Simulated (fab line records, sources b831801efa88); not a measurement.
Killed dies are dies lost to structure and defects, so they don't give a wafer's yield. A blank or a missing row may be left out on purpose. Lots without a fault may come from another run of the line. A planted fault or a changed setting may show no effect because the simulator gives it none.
fab line records | flow gf180mcu
record lots=10 wafers=30 last_day=34
route steps=602 shown POLY_GATE@174 PSD@257 SAB@277
lots that met no fault: from a run of the same line without faults
start_h: hours from the record's first day to the start of the lot's first wafer shown | wait_h: hours since the lot's step before | " the same as in the row above | L1.1+2: a row that stands for several wafers | - no value, or no start given | * or withheld: withheld | < > ~ a bound
route shown NAME@n: a module of which the file shows steps, and the number in the route of the first | usual: mean/standard deviation of fault-free wafers | same: alike in all rows | chamber/n: place in a boat | sites: the reading at each site | _std_site: their standard deviation | _edge_site: outer sites' mean less inner sites' | radius_mm: how far each site lies from the wafer's centre | mask NAME#n: copy n | behind: the tool/chamber that last shaped the wafer | hold: why the lot was held/for how many hours/how that ended | device: the transistor (n, p or np) that didn't switch | end of line: the same wafers' tests at the end of the route | a step without rows: its recipe alone | killed: dies lost to structure and defects at the first sort, not the wafer's yield | map: a wafer's dies, x killed, . not, _ none there
set.NAME: the setting as run; set.NAME@STEP: as run at that earlier step | model.NAME: the simulator's own value behind a step, which no gauge read
steps of the route over a sample of lots; a table a step, a row a wafer
services: from which hour (start_h, from the record's first day; less than 0 if before it) a tool's chamber was out of use, for how many hours, and why
## steps
# step GF_POLY_GATE_THK_MEAS_17
# recipe reads=SiO2_of_POLY_GATE_OXIDATION_16
# usual POLY_GATE_OXIDATION_THK=3.98/0.081
# columns lot.wafer tool chamber start_h wait_h POLY_GATE_OXIDATION_THK[nm]
L335.4 film_metro-03 - 204.19 0.0 4.15
L335.5 " - " " 4.16
L335.6 " - " " 4.01
L337.2 film_metro-01 - 228.81 0.0 3.95
L337.4 " - " " 4.06
L337.6 " - " " 3.93
L339.3 film_metro-03 - 235.26 0.0 3.93
L339.4 " - " " 3.77
L339.6 " - " " 3.87
L341.2 film_metro-01 - 251.40 0.0 4.12
L341.4 " - " " 4.02
L341.6 " - " " 4.06
L343.2 film_metro-01 - 260.18 0.0 4.08
L343.5 " - " " 4.04
L343.6 " - " " 3.97
L344.1 film_metro-03 - 269.16 0.0 3.95
L344.4 " - " " 3.86
L344.6 " - " " 3.98
L346.2 film_metro-01 - 284.04 0.0 3.94
L346.3 " - " " 3.88
L346.5 " - " " 3.93
L354.2 film_metro-03 - 343.95 0.0 4.07
L354.3 " - " " 4.00
L354.5 " - " " 3.99
L355.1 film_metro-03 - 345.19 0.0 4.04
L355.5 " - " " 4.05
L355.6 " - " " 4.06
L357.1 film_metro-01 - 359.28 0.0 4.08
L357.2 " - " " 3.96
L357.6 " - " " 4.03
# step GF_PSD_IMPLANT_09
# recipe species=BF2 energy_kev=40 dose_cm2=1.5e+15 tilt_deg=7
# usual beam_on_s=10.00/0.22 dose_ions_cm2=1.5002e+15/1.6e+12 end_station_pressure_torr=1.18e-05/6e-07 faraday_current_uA=8245/180
# columns lot.wafer tool chamber start_h wait_h beam_on_s dose_ions_cm2 end_station_pressure_torr faraday_current_uA
L335.4 implanter-04 0 323.21 0.1 9.77 1.497e+15 1.22e-05 8447
L335.5 " 0 " " 9.63 1.4975e+15 1.21e-05 8573
L335.6 " 0 " " 9.49 1.4993e+15 1.22e-05 8656
L337.2 implanter-04 0 352.65 0.0 9.74 1.4998e+15 1.28e-05 8441
L337.4 " 0 " " 10.38 1.4987e+15 1.2e-05 7900
L337.6 " 0 " " 10.07 1.5007e+15 1.23e-05 8150
L339.3 implanter-01 0 360.82 0.1 9.86 1.4996e+15 1.21e-05 8387
L339.4 " 0 " " 10.01 1.5e+15 1.18e-05 8179
L339.6 " 0 " " 9.93 1.4976e+15 1.25e-05 8339
L341.2 implanter-01 0 378.85 0.0 10.27 1.5008e+15 1.07e-05 8069
L341.4 " 0 " " 9.66 1.4998e+15 1.2e-05 8505
L341.6 " 0 " " 10.13 1.4997e+15 1.19e-05 8136
L343.2 implanter-01 0 389.75 0.0 9.96 1.4996e+15 1.1e-05 8244
L343.5 " 0 " " 10.14 1.5011e+15 1.12e-05 8099
L343.6 " 0 " " 9.77 1.4985e+15 1.07e-05 8471
L344.1 implanter-01 0 403.57 0.0 10.99 2.2933e+15 1.46e-05 11383
L344.4 " 0 " " 11.23 2.2968e+15 1.33e-05 11191
L344.6 " 0 " " 11.22 2.2923e+15 1.52e-05 11158
L346.2 implanter-01 0 419.45 0.0 10.95 2.2945e+15 1.35e-05 11414
L346.3 " 0 " " 11.59 2.2944e+15 1.33e-05 10789
L346.5 " 0 " " 11.69 2.2945e+15 1.42e-05 10673
L354.2 implanter-03 0 490.41 0.0 10.29 1.501e+15 1.22e-05 8056
L354.3 " 0 " " 10.18 1.5007e+15 1.19e-05 8165
L354.5 " 0 " " 10.04 1.5017e+15 1.16e-05 8204
L355.1 implanter-03 0 492.27 0.0 10.00 1.4987e+15 1.15e-05 8264
L355.5 " 0 " " 9.97 1.5001e+15 1.26e-05 8231
L355.6 " 0 " " 9.91 1.4992e+15 1.26e-05 8284
L357.1 implanter-01 0 505.87 0.0 10.19 1.4982e+15 1.29e-05 8051
L357.2 " 0 " " 9.98 1.4989e+15 1.2e-05 8237
L357.6 " 0 " " 10.33 1.5018e+15 1.14e-05 7950
# step GF_PSD_STRIP_10
# recipe chemistry=O2/N2 power_w=1400 pressure_mtorr=1500 platen_temp_c=250 o2_flow_sccm=3000 n2_flow_sccm=300 overash_fraction=0.5
# usual drypump_motor_current_A=5.71/0.29 heater_power_w=342/49 n2_flow_sccm=299.8/0.9 oes_product_au=0.592/0.0048 strip_time_to_endpoint_s=16.54/0.037
# columns lot.wafer tool chamber start_h wait_h drypump_motor_current_A heater_power_w n2_flow_sccm oes_product_au rf_hours_counter_h strip_time_to_endpoint_s
L335.4 plasma_asher-03 1 323.32 0.1 5.49 324 299.3 0.591 - 16.54
L335.5 " 1 " " 5.52 322 300.4 0.590 - 16.56
L335.6 " 0 " " 5.76 330 298.8 0.591 - 16.58
L337.2 plasma_asher-01 1 352.78 0.1 6.18 333 299.3 0.591 69 16.50
L337.4 " 0 " " 5.54 457 301.4 0.600 - 16.53
L337.6 " 0 " " 5.53 472 300.9 0.591 - 16.57
L339.3 plasma_asher-02 1 360.95 0.1 5.28 325 301.0 0.597 - 16.58
L339.4 " 0 " " 6.03 301 300.2 0.596 - 16.56
L339.6 " 0 " " 6.02 300 299.3 0.587 - 16.59
L341.2 plasma_asher-02 0 378.98 0.1 6.00 303 299.9 0.592 76 16.53
L341.4 " 0 " " 6.02 304 299.5 0.585 - 16.55
L341.6 " 0 " " 6.04 301 298.7 0.599 - 16.58
L343.2 plasma_asher-02 0 389.87 0.1 5.99 304 300.2 0.592 77 16.61
L343.5 " 0 " " 6.03 305 300.1 0.587 - 16.57
L343.6 " 1 " " 5.30 326 299.7 0.592 - 16.56
L344.1 plasma_asher-03 0 403.72 0.1 5.79 331 300.5 0.560 63 17.97
L344.4 " 1 " " 5.48 327 298.0 0.559 - 17.93
L344.6 " 1 " " 5.53 328 299.1 0.562 - 17.97
L346.2 plasma_asher-01 1 419.58 0.1 6.20 340 298.7 0.569 76 17.91
L346.3 " 0 " " 5.56 473 299.7 0.558 - 17.89
L346.5 " 1 " " 6.21 338 297.7 0.558 - 17.87
L354.2 plasma_asher-03 1 490.53 0.1 5.50 318 299.9 0.593 72 16.49
L354.3 " 0 " " 5.78 327 298.9 0.587 - 16.47
L354.5 " 1 " " 5.50 321 299.7 0.588 - 16.51
L355.1 plasma_asher-03 1 492.42 0.1 5.49 326 297.9 0.596 72 16.53
L355.5 " 0 " " 5.77 328 299.3 0.591 - 16.55
L355.6 " 1 " " 5.54 325 299.3 0.591 - 16.56
L357.1 plasma_asher-01 1 506.02 0.1 6.22 334 300.1 0.592 8 16.55
L357.2 " 0 " " 5.58 462 302.0 0.594 8 16.55
L357.6 " 1 " " 6.23 336 301.7 0.585 - 16.60
# step GF_PSD_TW_MEAS_11
# usual PSD_TW=3215/28
# columns lot.wafer tool chamber start_h wait_h PSD_TW
L335.4 film_metro-02 - 323.41 0.1 3164
L335.5 " - " " 3184
L335.6 " - " " 3170
L337.2 film_metro-01 - 352.89 0.1 3252
L337.4 " - " " 3248
L337.6 " - " " 3242
L339.3 film_metro-02 - 361.04 0.1 3190
L339.4 " - " " 3193
L339.6 " - " " 3204
L341.2 film_metro-02 - 379.09 0.1 3203
L341.4 " - " " 3214
L341.6 " - " " 3192
L343.2 film_metro-01 - 389.98 0.1 3231
L343.5 " - " " 3241
L343.6 " - " " 3241
L344.1 film_metro-02 - 403.82 0.1 3454
L344.4 " - " " 3459
L344.6 " - " " 3461
L346.2 film_metro-01 - 419.69 0.1 3500
L346.3 " - " " 3500
L346.5 " - " " 3505
L354.2 film_metro-02 - 490.64 0.1 3177
L354.3 " - " " 3180
L354.5 " - " " 3163
L355.1 film_metro-02 - 492.52 0.1 3185
L355.5 " - " " 3197
L355.6 " - " " 3197
L357.1 film_metro-01 - 506.12 0.1 3197
L357.2 " - " " 3230
L357.6 " - " " 3223
# step GF_PSD_RTA_13
# recipe temp_c=1025 time_s=20 ambient=N2
# usual lamp_power_pct=36/4.5 wafer_temp_C_max=1029.7/1.1
# columns lot.wafer tool chamber start_h wait_h lamp_power_pct wafer_temp_C_max
L335.4 rtp_anneal-01 0 323.54 0.0 40 1029.3
L335.5 " 0 " " 40 1029.1
L335.6 " 0 " " 40 1029.0
L337.2 rtp_anneal-01 0 353.00 0.0 40 1030.4
L337.4 " 0 " " 40 1029.8
L337.6 " 0 " " 40 1031.7
L339.3 rtp_anneal-02 0 361.16 0.0 31 1030.1
L339.4 " 0 " " 31 1028.5
L339.6 " 0 " " 31 1029.1
L341.2 rtp_anneal-02 0 379.20 0.0 31 1030.1
L341.4 " 0 " " 31 1029.9
L341.6 " 0 " " 31 1029.0
L343.2 rtp_anneal-01 0 390.09 0.0 40 1029.1
L343.5 " 0 " " 40 1030.3
L343.6 " 0 " " 40 1029.9
L344.1 rtp_anneal-01 0 403.93 0.0 40 1030.5
L344.4 " 0 " " 40 1031.6
L344.6 " 0 " " 40 1030.9
L346.2 rtp_anneal-02 0 419.80 0.0 31 1028.3
L346.3 " 0 " " 31 1029.8
L346.5 " 0 " " 31 1028.9
L354.2 rtp_anneal-02 0 490.76 0.0 31 1029.5
L354.3 " 0 " " 31 1029.8
L354.5 " 0 " " 31 1028.8
L355.1 rtp_anneal-01 0 492.63 0.0 40 1030.4
L355.5 " 0 " " 40 1030.2
L355.6 " 0 " " 40 1029.8
L357.1 rtp_anneal-02 0 506.23 0.0 31 1030.7
L357.2 " 0 " " 31 1029.7
L357.6 " 0 " " 31 1029.4
# step GF_PSD_RS_MEAS_15
# recipe thk_meas_gauge=four-point-probe
# usual PSD_RS=108.48/0.26
# columns lot.wafer tool chamber start_h wait_h PSD_RS[ohm/sq]
L335.4 film_metro-02 - 323.76 0.1 108.62
L335.5 " - " " 108.80
L335.6 " - " " 108.21
L337.2 film_metro-02 - 353.21 0.1 108.43
L337.4 " - " " 108.66
L337.6 " - " " 108.75
L339.3 film_metro-01 - 361.39 0.1 108.62
L339.4 " - " " 108.35
L339.6 " - " " 108.22
L341.2 film_metro-01 - 379.41 0.1 108.48
L341.4 " - " " 108.58
L341.6 " - " " 108.53
L343.2 film_metro-01 - 390.40 0.1 108.50
L343.5 " - " " 108.19
L343.6 " - " " 108.35
L344.1 film_metro-01 - 404.13 0.1 101.51
L344.4 " - " " 100.94
L344.6 " - " " 101.61
L346.2 film_metro-01 - 420.01 0.1 101.38
L346.3 " - " " 101.53
L346.5 " - " " 101.63
L354.2 film_metro-01 - 490.97 0.1 108.20
L354.3 " - " " 108.30
L354.5 " - " " 108.29
L355.1 film_metro-04 - 492.83 0.1 108.84
L355.5 " - " " 108.60
L355.6 " - " " 108.64
L357.1 film_metro-01 - 506.43 0.1 108.21
L357.2 " - " " 108.27
L357.6 " - " " 108.15
# step GF_SAB_STRIP_13
# recipe chemistry=O2/N2 power_w=1400 pressure_mtorr=1500 platen_temp_c=250 o2_flow_sccm=3000 n2_flow_sccm=300 overash_fraction=0.5
# usual drypump_motor_current_A=5.67/0.28 heater_power_w=360/52 n2_flow_sccm=300.0/0.99 oes_product_au=0.709/0.0042 strip_time_to_endpoint_s=12.62/0.033
# columns lot.wafer tool chamber start_h wait_h drypump_motor_current_A heater_power_w n2_flow_sccm oes_product_au rf_hours_counter_h strip_time_to_endpoint_s
L335.4 plasma_asher-01 0 345.53 0.0 5.57 476 298.8 0.704 - 12.61
L335.5 " 1 " " 6.22 340 299.7 0.712 - 12.61
L335.6 " 0 " " 5.54 479 299.8 0.708 - 12.62
L337.2 plasma_asher-01 1 375.61 0.0 6.22 337 300.7 0.706 71 12.70
L337.4 " 0 " " 5.56 464 300.6 0.704 - 12.64
L337.6 " 1 " " 6.22 338 298.6 0.712 - 12.62
L339.3 plasma_asher-04 0 383.62 0.0 5.64 320 300.4 0.708 - 12.61
L339.4 " 1 " " 5.38 375 302.2 0.715 - 12.64
L339.6 " 1 " " 5.38 384 301.8 0.705 - 12.57
L341.2 plasma_asher-04 1 402.28 0.0 5.39 384 301.7 0.702 29 12.63
L341.4 " 0 " " 5.65 318 300.0 0.707 - 12.65
L341.6 " 0 " " 5.67 320 300.3 0.710 - 12.65
L343.2 plasma_asher-03 1 414.17 0.0 5.52 316 299.6 0.710 64 12.66
L343.5 " 0 " " 5.80 331 299.6 0.717 - 12.67
L343.6 " 1 " " 5.52 319 300.1 0.711 - 12.62
L344.1 plasma_asher-04 1 427.42 0.0 5.36 377 296.6 0.709 32 12.63
L344.4 " 0 " " 5.65 318 298.7 0.707 - 12.61
L344.6 " 0 " " 5.64 316 299.3 0.713 - 12.63
L346.2 plasma_asher-03 1 444.92 0.0 5.51 323 300.4 0.719 67 12.59
L346.3 " 0 " " 5.79 333 300.2 0.708 - 12.57
L346.5 " 0 " " 5.78 339 299.9 0.712 - 12.60
L354.2 plasma_asher-01 1 515.14 0.0 6.20 333 301.9 0.708 9 12.63
L354.3 " 0 " " 5.57 466 298.7 0.706 - 12.60
L354.5 " 1 " " 6.20 338 301.1 0.711 - 12.62
L355.1 plasma_asher-01 0 516.48 0.0 5.56 467 299.9 0.707 9 12.62
L355.5 " 1 " " 6.22 338 299.4 0.716 - 12.61
L355.6 " 0 " " 5.55 463 300.5 0.709 - 12.59
L357.1 plasma_asher-04 0 529.13 0.0 5.65 307 300.4 0.706 42 12.63
L357.2 " 1 " " 5.37 377 300.6 0.704 42 12.66
L357.6 " 1 " " 5.36 380 300.8 0.714 - 12.62
## services
# columns tool chamber start_h hours kind
plasma_asher-04 - 316.61 6.9 repair
implanter-03 - 318.71 4.4 pm
plasma_asher-03 - 332.04 0.8 repair
implanter-04 - 361.89 3.6 repair
plasma_asher-04 - 373.37 7.0 repair
implanter-03 - 390.98 2.5 repair
plasma_asher-03 - 402.16 1.2 repair
implanter-01 - 410.17 3.7 pm
plasma_asher-01 - 421.25 9.0 pm
plasma_asher-01 0 421.25 9.0 vent_cycle
plasma_asher-01 1 421.25 9.0 vent_cycle
implanter-04 - 425.36 3.7 repair
plasma_asher-01 0 430.25 - clean
plasma_asher-01 1 430.25 - clean
plasma_asher-03 - 464.26 4.4 repair
implanter-01 - 465.65 3.5 repair
plasma_asher-04 - 481.78 14.6 pm
plasma_asher-01 - 487.88 2.8 pm
plasma_asher-03 - 520.35 0.6 repair
## key
first_sign step=GF_PSD_IMPLANT_09 reading=dose_ions_cm2 direction=up sigmas=99+ usual=1.5002e+15 struck=2.2943e+15
effect step=GF_PSD_IMPLANT_09 reading=faraday_current_uA direction=up sigmas=16 usual=8245 struck=11101
effect step=GF_PSD_STRIP_10 reading=strip_time_to_endpoint_s direction=up sigmas=38 usual=* struck=*
effect step=GF_PSD_TW_MEAS_11 reading=PSD_TW direction=up sigmas=9.5 usual=3215 struck=3480
effect step=GF_PSD_RS_MEAS_15 reading=PSD_RS direction=down sigmas=27 usual=108.48 struck=101.43
met_at GF_PSD_IMPLANT_09
struck_lots L344,L346
tester_left_out L344,L346
not_acting_at GF_POLY_GATE_THK_MEAS_17,GF_PSD_RTA_13,GF_SAB_STRIP_13
onset_between 389.75 403.57
fault kind=process_parameter_drift tool=implanter-01 chamber=- onset_h=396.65 steps=GF_PSD_IMPLANT_09 channel=dose_cm2 offset=7.9409e+14 shape=step end_h=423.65 acts_in=these_recipes_only stated=1.5e+15
# tester_left_out: of these lots the tester's yield and bins aren't shown, on N5 and GAA mostly nor the transistor test; their killed dies are dies lost to structure and defects alone, not to doping, threshold or leakage, so they don't give the yield
